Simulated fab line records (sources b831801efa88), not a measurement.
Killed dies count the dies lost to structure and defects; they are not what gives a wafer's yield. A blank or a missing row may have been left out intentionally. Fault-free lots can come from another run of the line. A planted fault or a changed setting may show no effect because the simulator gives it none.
A lot that was struck, set against a sound lot -- flow sky130 -- 23 out of 708 route steps
Sound: the wafers L634.1, L634.3, L634.4. Wafers L639.2, L639.3, L639.4 were the ones struck. The cause comes at the end.
Each step with rows lists, per side, the tool, then ch with its chambers, then its first start. Under that, the readings that differ: sound wafers -- struck wafers -- difference of the means -- sigmas: that difference in standard deviations of wafers without a fault.
alike: readings whose means differ by less than 2 such deviations, and words and numbers that are the same on both sides. not compared: withheld readings, readings that some wafer has no value for, bounds like >300 that may hide the same value, and numbers for which the record gives no deviation and whose values overlap.
A row with sigmas, a row that says differs or no value, or rows on one side alone: a step with any of these is where the two part. Numbers that don't overlap but have no deviation are shown without sigmas and don't part them. Lack of a reading on every wafer of one side parts them only where that side has two or more wafers.

first, 4 steps without rows for these wafers: SKY_LDD_HVP_SOFTBAKE_03 (time 60 s); SKY_LDD_HVP_EXPOSE_04 (exposes mask HVPTM, target cd 700 nm); SKY_LDD_HVP_PEB_05; SKY_LDD_HVP_DEVELOP_06 (develop time 60 s).
SKY_LDD_HVP_OVL_MEAS_07:
  sound on overlay-01 at day 24 12:36; struck on overlay-01 at day 25 20:26
  alike: LDD_HVP_OVL
next, for these wafers, 1 step has no rows: SKY_LDD_HVP_IMPLANT_08.
SKY_LDD_HVP_STRIP_09: strips in O2/N2.
  sound on plasma asher-02 ch 0,1, day 24 12:52; struck on plasma asher-04 ch 0,1, day 25 20:37
  alike: drypump motor current A, oes product au, strip time to endpoint s
  not compared: rf hours counter h
SKY_LDD_HVP_TW_MEAS_10:
  sound on film metro-02 at day 24 12:58; struck on film metro-01 at day 25 20:43
reading,sound,struck,difference,sigmas
LDD_HVP_TW,462 462 463,450 448 449,-13,-2
then, 4 steps without rows for these wafers: SKY_LDD_LDN_DEHYDRATE_00 (time 60 s); SKY_LDD_LDN_HMDS_01 (prime time 60 s); SKY_LDD_LDN_COAT_02 (resist thk 1140 nm); SKY_LDD_LDN_SOFTBAKE_03 (time 60 s).
SKY_LDD_LDN_EXPOSE_04: exposes mask LDNTM, target cd 700 nm.
  sound on iline stepper-01 ch 0, day 25 03:47; struck on iline stepper-02 ch 0, day 26 11:43
reading,sound,struck,difference,sigmas
mask,LDNTM#0 LDNTM#0 LDNTM#0,HVPTM#0 HVPTM#0 HVPTM#0,differs,
  alike: exposure dose mJ cm2, reticle temp C
then, 2 steps without rows for these wafers: SKY_LDD_LDN_PEB_05; SKY_LDD_LDN_DEVELOP_06 (develop time 60 s).
SKY_LDD_LDN_OVL_MEAS_07:
  sound on overlay-01 at day 25 18:47; struck on overlay-02 at day 27 02:53
reading,sound,struck,difference,sigmas
LDD_LDN_OVL (nm),-0.4 2.4 0.6,- - -,no value on the struck wafers,
then, 4 steps without rows for these wafers: SKY_LDD_LDN_IMPLANT_08; SKY_LDD_LDN_IMPLANT_09; SKY_LDD_LDN_IMPLANT_10; SKY_LDD_LDN_IMPLANT_11.
SKY_LDD_LDN_STRIP_12: strips in O2/N2.
  sound on plasma asher-04 ch 0,1, day 25 19:25; struck on plasma asher-01 ch 0,1, day 27 03:31
reading,sound,struck,difference,sigmas
drypump motor current A (A),5.5 5.6 5.5,6.5 6.5 6.4,+0.9,+2
  alike: oes product au, strip time to endpoint s
  not compared: rf hours counter h
SKY_LDD_LDN_TW_MEAS_13:
  sound on film metro-02 at day 25 19:31; struck on film metro-01 at day 27 03:38
reading,sound,struck,difference,sigmas
LDD_LDN_TW,1493 1482 1489,29 29 29,-1459,-81
then, 1 step without rows for these wafers: SKY_LDD_LDN_CLEAN_14 (cleans in SC1/SC2, time 150 s).

WHERE THEY PART
Earliest at SKY_LDD_HVP_TW_MEAS_10; latest, in this record, at SKY_LDD_LDN_TW_MEAS_13.

WHY: what the simulator had put in
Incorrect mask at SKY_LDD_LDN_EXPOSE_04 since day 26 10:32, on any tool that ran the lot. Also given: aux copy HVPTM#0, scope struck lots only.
